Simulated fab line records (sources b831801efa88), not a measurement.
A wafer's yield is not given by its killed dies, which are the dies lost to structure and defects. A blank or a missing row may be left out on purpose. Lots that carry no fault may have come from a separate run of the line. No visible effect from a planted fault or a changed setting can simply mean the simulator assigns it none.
fab line records ; flow gf180mcu
record lots=6; wafers=18; last_day=33
route steps=602 shown M5@528 V5@540
lots that met no fault: taken from a fault-free run of the same line
start_h: hours from the record's first day to the start of the lot's first wafer shown ; wait_h: hours elapsed since this lot's preceding step ; " repeats the value in the row above ; L1.1+2: a single row standing in for several wafers ; - no value, or no start given ; * or withheld: withheld ; < > ~ a bound
route shown NAME@n: names a module that has steps shown in the file, with the first one's number in the route ; usual: mean/standard deviation of fault-free wafers ; same: alike in all rows ; chamber/n: place in a boat ; sites: each site's reading ; _std_site: their standard deviation ; _edge_site: the outer-site mean with the inner-site mean subtracted ; radius_mm: how far each site lies from the wafer's centre ; mask NAME#n: copy n ; behind: tool/chamber where the wafer was last shaped ; hold: why the lot was held/for how many hours/how that ended ; device: which transistor (n, p or np) failed to switch ; end of line: at the end of the route, the tests of the same wafers ; for a step that has no rows: nothing shown but its recipe ; killed: dies lost to structure and defects at the first sort, not the wafer's yield ; map: shows each die of a wafer: x if killed, . if not, _ if none is there
set.NAME: the run value of the setting; set.NAME@STEP: its run value at that earlier step ; model.NAME: the simulator's own value behind a step, which no gauge read
lots seen at some steps along the route; tables by step, rows by wafer
services: a tool's chamber out of use, with start hour (start_h, from the record's first day; less than 0 if before it), hours out, and reason
## steps
# step GF_M5_COAT_02
# recipe resist=KrF; spin_rpm=withheld; resist_thk_nm=1000
# step GF_M5_SOFTBAKE_03
# recipe temp_c=130; time_s=60; resist=KrF
# step GF_M5_EXPOSE_04
# recipe mask_id=Metal5; target_cd_nm=280; na=0.68; source_shape=conventional; sigma_outer=0.6; dose_mj=28
# step GF_M5_PEB_05
# recipe peb_temp_c=135; peb_time_s=90; resist=KrF
# step GF_M5_DEVELOP_06
# recipe develop_time_s=60; dev_temp_c=21
# step GF_M5_CD_MEAS_07
# recipe target_cd_nm=280
# usual cd_nm=280.3/1.1
lot.wafer;tool;chamber;start_h;wait_h;cd_nm
L927.4;cd_sem-02;-;661.95;0.1;281.2
L927.5;cd_sem-02;-;661.95;0.1;281.8
L927.6;cd_sem-02;-;661.95;0.1;280.5
L928.2;cd_sem-01;-;670.07;0.1;281.2
L928.4;cd_sem-01;-;670.07;0.1;280.7
L928.6;cd_sem-01;-;670.07;0.1;280.1
L929.3;cd_sem-02;-;685.59;0.1;279.7
L929.4;cd_sem-02;-;685.59;0.1;279.5
L929.5;cd_sem-02;-;685.59;0.1;280.5
L937.1;cd_sem-02;-;732.46;0.2;279.7
L937.2;cd_sem-02;-;732.46;0.2;280.1
L937.4;cd_sem-02;-;732.46;0.2;279.3
L938.1;cd_sem-01;-;734.25;0.1;279.8
L938.2;cd_sem-01;-;734.25;0.1;281.2
L938.5;cd_sem-01;-;734.25;0.1;280.3
L941.1;cd_sem-01;-;750.30;0.1;281.9
L941.2;cd_sem-01;-;750.30;0.1;280.8
L941.4;cd_sem-01;-;750.30;0.1;282.0
# step GF_M5_OVL_MEAS_08
# usual M5_OVL=-1/6.8
lot.wafer;tool;chamber;start_h;wait_h;M5_OVL[nm]
L927.4;overlay-02;-;662.03;0.1;4
L927.5;overlay-02;-;662.03;0.1;4
L927.6;overlay-02;-;662.03;0.1;-4
L928.2;overlay-01;-;670.18;0.1;-1
L928.4;overlay-01;-;670.18;0.1;2
L928.6;overlay-01;-;670.18;0.1;-2
L929.3;overlay-01;-;685.69;0.1;-9
L929.4;overlay-01;-;685.69;0.1;-2
L929.5;overlay-01;-;685.69;0.1;-7
L937.1;overlay-02;-;732.58;0.1;-2
L937.2;overlay-02;-;732.58;0.1;-3
L937.4;overlay-02;-;732.58;0.1;2
L938.1;overlay-02;-;734.37;0.1;-2
L938.2;overlay-02;-;734.37;0.1;-1
L938.5;overlay-02;-;734.37;0.1;6
L941.1;overlay-02;-;750.42;0.1;-10
L941.2;overlay-02;-;750.42;0.1;8
L941.4;overlay-02;-;750.42;0.1;4
# step GF_M5_ETCH_09
# recipe chemistry=CF4/O2; target=Si3N4; target_depth_nm=52; source_w=800; bias_w=150; pressure_mtorr=150; cf4_flow_sccm=80; O2_flow_sccm=10; time_s=11.6
# usual drypump_motor_current_A=5.8/0.49; oes_product_au=1.001/0.013; throttle_valve_pct=5.970/0.01
lot.wafer;tool;chamber;start_h;wait_h;drypump_motor_current_A;oes_product_au;rf_hours_counter_h;throttle_valve_pct
L927.4;rie_diel-01;2;662.05;0.0;6.0;1.021;61;5.983
L927.5;rie_diel-01;2;662.05;0.0;6.0;1.020;-;5.971
L927.6;rie_diel-01;1;662.05;0.0;6.2;0.993;-;5.958
L928.2;rie_diel-02;2;670.21;0.0;6.0;0.991;12;5.967
L928.4;rie_diel-02;3;670.21;0.0;5.4;1.000;12;5.967
L928.6;rie_diel-02;3;670.21;0.0;5.4;0.997;-;5.972
L929.3;rie_diel-02;3;685.71;0.0;5.4;0.993;12;5.957
L929.4;rie_diel-02;0;685.71;0.0;6.1;0.983;9;5.963
L929.5;rie_diel-02;1;685.71;0.0;6.2;1.020;-;5.965
L937.1;rie_diel-01;2;732.62;0.0;6.0;1.024;1;5.971
L937.2;rie_diel-01;1;732.62;0.0;6.2;0.993;6;5.967
L937.4;rie_diel-01;0;732.62;0.0;5.3;1.015;2;5.966
L938.1;rie_diel-04;0;734.41;0.0;4.8;1.017;4;5.977
L938.2;rie_diel-04;1;734.41;0.0;5.9;0.986;7;5.961
L938.5;rie_diel-04;3;734.41;0.0;5.2;1.012;-;5.948
L941.1;rie_diel-02;0;750.46;0.0;6.1;0.994;13;5.971
L941.2;rie_diel-02;2;750.46;0.0;6.0;0.997;15;5.957
L941.4;rie_diel-02;1;750.46;0.0;6.2;1.032;21;5.967
# step GF_M5_METAL_ETCH_10
# recipe chemistry=Cl2/BCl3; mask_material=KrF; target_depth_nm=627.5; stop_on=SiO2; pressure_mtorr=8; icp_w=800; bias_w=140; Cl2_flow_sccm=80; bcl3_flow_sccm=40; time_s=104.6
# usual drypump_motor_current_A=5.4/0.39; oes_product_au=0.971/0.0071; throttle_valve_pct=28.252/0.011
lot.wafer;tool;chamber;start_h;wait_h;drypump_motor_current_A;oes_product_au;rf_hours_counter_h;throttle_valve_pct
L927.4;rie_metal-03;0;662.11;0.0;5.8;0.978;-;28.250
L927.5;rie_metal-03;1;662.11;0.0;5.7;0.970;-;28.244
L927.6;rie_metal-03;0;662.11;0.0;5.8;0.976;-;28.262
L928.2;rie_metal-04;1;670.23;0.0;5.1;0.982;3;28.222
L928.4;rie_metal-04;0;670.23;0.0;5.0;0.960;-;28.249
L928.6;rie_metal-04;0;670.23;0.0;5.0;0.972;-;28.248
L929.3;rie_metal-03;1;685.77;0.0;5.7;0.970;-;28.268
L929.4;rie_metal-03;0;685.77;0.0;5.8;0.977;-;28.263
L929.5;rie_metal-03;1;685.77;0.0;5.7;0.967;-;28.267
L937.1;rie_metal-04;1;732.64;0.0;5.1;0.968;5;28.276
L937.2;rie_metal-04;1;732.64;0.0;5.1;0.974;-;28.280
L937.4;rie_metal-04;1;732.64;0.0;5.1;0.974;-;28.253
L938.1;rie_metal-04;1;734.43;0.0;5.1;0.972;6;28.255
L938.2;rie_metal-04;1;734.43;0.0;5.1;0.981;-;28.258
L938.5;rie_metal-04;1;734.43;0.0;5.1;0.971;-;28.258
L941.1;rie_metal-03;0;750.48;0.0;5.8;0.963;13;28.239
L941.2;rie_metal-03;1;750.48;0.0;5.7;0.977;11;28.262
L941.4;rie_metal-03;1;750.48;0.0;5.7;0.969;-;28.249
# step GF_M5_STRIP_11
# recipe chemistry=O2/N2; power_w=1400; pressure_mtorr=1500; platen_temp_c=250; o2_flow_sccm=3000; n2_flow_sccm=300; overash_fraction=0.5
# usual drypump_motor_current_A=5.7/0.59; heater_power_w=333/19; oes_product_au=0.545/0.0053; strip_time_to_endpoint_s=7.55/0.06
lot.wafer;tool;chamber;start_h;wait_h;drypump_motor_current_A;heater_power_w;oes_product_au;rf_hours_counter_h;strip_time_to_endpoint_s
L927.4;plasma_asher-04;1;662.22;0.1;6.2;339;0.546;-;7.55
L927.5;plasma_asher-04;0;662.22;0.1;5.2;315;0.549;-;7.59
L927.6;plasma_asher-04;1;662.22;0.1;6.2;332;0.552;-;7.57
L928.2;plasma_asher-02;0;670.35;0.1;6.1;341;0.540;104;7.55
L928.4;plasma_asher-02;1;670.35;0.1;6.0;353;0.545;-;7.72
L928.6;plasma_asher-02;1;670.35;0.1;6.0;336;0.542;-;7.67
L929.3;plasma_asher-04;0;685.88;0.1;5.2;320;0.544;-;7.58
L929.4;plasma_asher-04;1;685.88;0.1;6.2;353;0.547;-;7.55
L929.5;plasma_asher-04;1;685.88;0.1;6.2;337;0.551;-;7.54
L937.1;plasma_asher-02;0;732.87;0.2;6.1;326;0.546;110;7.44
L937.2;plasma_asher-02;1;732.87;0.2;6.0;348;0.541;110;7.41
L937.4;plasma_asher-02;1;732.87;0.2;6.0;345;0.532;-;7.49
L938.1;plasma_asher-04;1;734.66;0.2;6.2;334;0.545;31;7.52
L938.2;plasma_asher-04;0;734.66;0.2;5.2;318;0.541;31;7.49
L938.5;plasma_asher-04;0;734.66;0.2;5.2;322;0.529;-;7.47
L941.1;plasma_asher-03;1;750.59;0.1;6.5;307;0.537;69;7.57
L941.2;plasma_asher-03;0;750.59;0.1;4.8;369;0.544;69;7.58
L941.4;plasma_asher-03;1;750.59;0.1;6.5;307;0.546;-;7.58
# step GF_M5_STRIP_12
# recipe chemistry=post_etch_residue_remover; time_s=1200; temp_c=72.5
# step GF_M5_CLEAN_13
# recipe chemistry=DIW; dry=n2_spin
# step GF_V5_CVD_00
# recipe material=SiO2; target_thk_nm=300; sigma_open_frac=0.3; temp_c=400; time_s=50; sih4_flow_sccm=60; pressure_mtorr=6
# usual sih4_flow_sccm=60.00/0.19
lot.wafer;tool;chamber;start_h;wait_h;sih4_flow_sccm;model.SiO2_of_V5_CVD_00.thk_nm
L927.4;hdpcvd-02;1;662.74;0.0;59.96;298.9
L927.5;hdpcvd-02;2;662.74;0.0;59.66;298.6
L927.6;hdpcvd-02;0;662.74;0.0;50.89;251.2
L928.2;hdpcvd-02;2;670.88;0.0;59.79;298.9
L928.4;hdpcvd-02;1;670.88;0.0;60.05;298
L928.6;hdpcvd-02;0;670.88;0.0;50.89;250.6
L929.3;hdpcvd-01;2;686.38;0.0;60.16;293.7
L929.4;hdpcvd-01;2;686.38;0.0;59.93;296.7
L929.5;hdpcvd-01;1;686.38;0.0;60.02;296.1
L937.1;hdpcvd-01;2;733.43;0.0;59.99;300.5
L937.2;hdpcvd-01;0;733.43;0.0;60.12;299.4
L937.4;hdpcvd-01;1;733.43;0.0;60.08;305.3
L938.1;hdpcvd-02;1;735.23;0.0;59.92;288.9
L938.2;hdpcvd-02;2;735.23;0.0;60.09;296.5
L938.5;hdpcvd-02;2;735.23;0.0;59.75;294.4
L941.1;hdpcvd-01;1;751.13;0.0;59.76;299.6
L941.2;hdpcvd-01;0;751.13;0.0;59.67;297.9
L941.4;hdpcvd-01;0;751.13;0.0;60.12;296.4
# step GF_V5_THK_MEAS_01
# recipe reads=SiO2_of_V5_CVD_00
# usual V5_CVD_00_THK=298/3.2
lot.wafer;tool;chamber;start_h;wait_h;V5_CVD_00_THK[nm]
L927.4;film_metro-02;-;662.79;0.0;299
L927.5;film_metro-02;-;662.79;0.0;299
L927.6;film_metro-02;-;662.79;0.0;251
L928.2;film_metro-04;-;670.93;0.0;299
L928.4;film_metro-04;-;670.93;0.0;298
L928.6;film_metro-04;-;670.93;0.0;251
L929.3;film_metro-04;-;686.44;0.0;294
L929.4;film_metro-04;-;686.44;0.0;297
L929.5;film_metro-04;-;686.44;0.0;296
L937.1;film_metro-02;-;733.48;0.0;300
L937.2;film_metro-02;-;733.48;0.0;300
L937.4;film_metro-02;-;733.48;0.0;305
L938.1;film_metro-02;-;735.27;0.0;289
L938.2;film_metro-02;-;735.27;0.0;297
L938.5;film_metro-02;-;735.27;0.0;294
L941.1;film_metro-04;-;751.17;0.0;300
L941.2;film_metro-04;-;751.17;0.0;298
L941.4;film_metro-04;-;751.17;0.0;296
# step GF_V5_CVD_02
# recipe material=SiO2; target_thk_nm=1450; precursor=TEOS; temp_c=400; time_s=163.28; rf_w=600
# usual heater_power_w=625/130
lot.wafer;tool;chamber;start_h;wait_h;heater_power_w
L927.4;pecvd-04;2;662.88;0.1;632
L927.5;pecvd-04;1;662.88;0.1;434
L927.6;pecvd-04;0;662.88;0.1;542
L928.2;pecvd-04;1;670.98;0.0;447
L928.4;pecvd-04;2;670.98;0.0;638
L928.6;pecvd-04;1;670.98;0.0;514
L929.3;pecvd-01;2;686.48;0.0;725
L929.4;pecvd-01;1;686.48;0.0;495
L929.5;pecvd-01;0;686.48;0.0;628
L937.1;pecvd-03;1;733.54;0.1;678
L937.2;pecvd-03;0;733.54;0.1;466
L937.4;pecvd-03;1;733.54;0.1;745
L938.1;pecvd-04;0;735.33;0.1;568
L938.2;pecvd-04;1;735.33;0.1;479
L938.5;pecvd-04;1;735.33;0.1;531
L941.1;pecvd-01;0;751.23;0.1;610
L941.2;pecvd-01;1;751.23;0.1;508
L941.4;pecvd-01;2;751.23;0.1;800
## services
tool;chamber;start_h;hours;kind
rie_metal-03;-;649.12;1.4;repair
hdpcvd-01;0;655.67;6.4;repair
pecvd-01;-;672.95;1.3;repair
rie_diel-01;0;674.51;-;clean
rie_diel-01;0;674.51;20.9;scheduled_down
rie_diel-01;0;674.51;20.9;vent_cycle
pecvd-03;-;689.23;2.8;pm
rie_diel-04;0;692.76;4.3;repair
rie_diel-01;2;695.43;-;clean
rie_diel-01;2;695.43;22.0;scheduled_down
rie_diel-01;2;695.43;22.0;vent_cycle
rie_diel-04;-;706.75;2.0;repair
hdpcvd-02;0;715.73;8.5;repair
pecvd-03;-;717.98;1.3;repair
rie_metal-04;0;724.84;-;clean
rie_metal-04;0;724.84;17.3;scheduled_down
rie_metal-04;0;724.84;17.3;vent_cycle
rie_metal-04;-;726.32;0.4;repair
pecvd-01;0;731.21;4.8;repair
rie_diel-01;-;732.65;15.6;pm
plasma_asher-02;-;733.75;9.0;pm
plasma_asher-02;0;733.75;9.0;vent_cycle
rie_metal-04;-;739.40;2.8;pm
plasma_asher-04;-;748.94;0.8;repair
## key
first_sign step=GF_V5_CVD_00; reading=sih4_flow_sccm; direction=down; sigmas=48; usual=60.00; struck=50.89
effect step=GF_V5_THK_MEAS_01; reading=V5_CVD_00_THK; direction=down; sigmas=15; usual=298; struck=251
model_effect step=GF_V5_CVD_00; value=SiO2_of_V5_CVD_00.thk_nm; without=295.9; struck=250.9
met_at GF_V5_CVD_00
struck_wafers L927.6,L928.6
fault kind=process_parameter_drift; tool=hdpcvd-02; chamber=0; onset_h=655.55; steps=GF_V5_CVD_00; channel=sih4_flow_sccm; offset=-9; shape=step; end_h=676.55; acts_in=these_recipes_only; stated=60
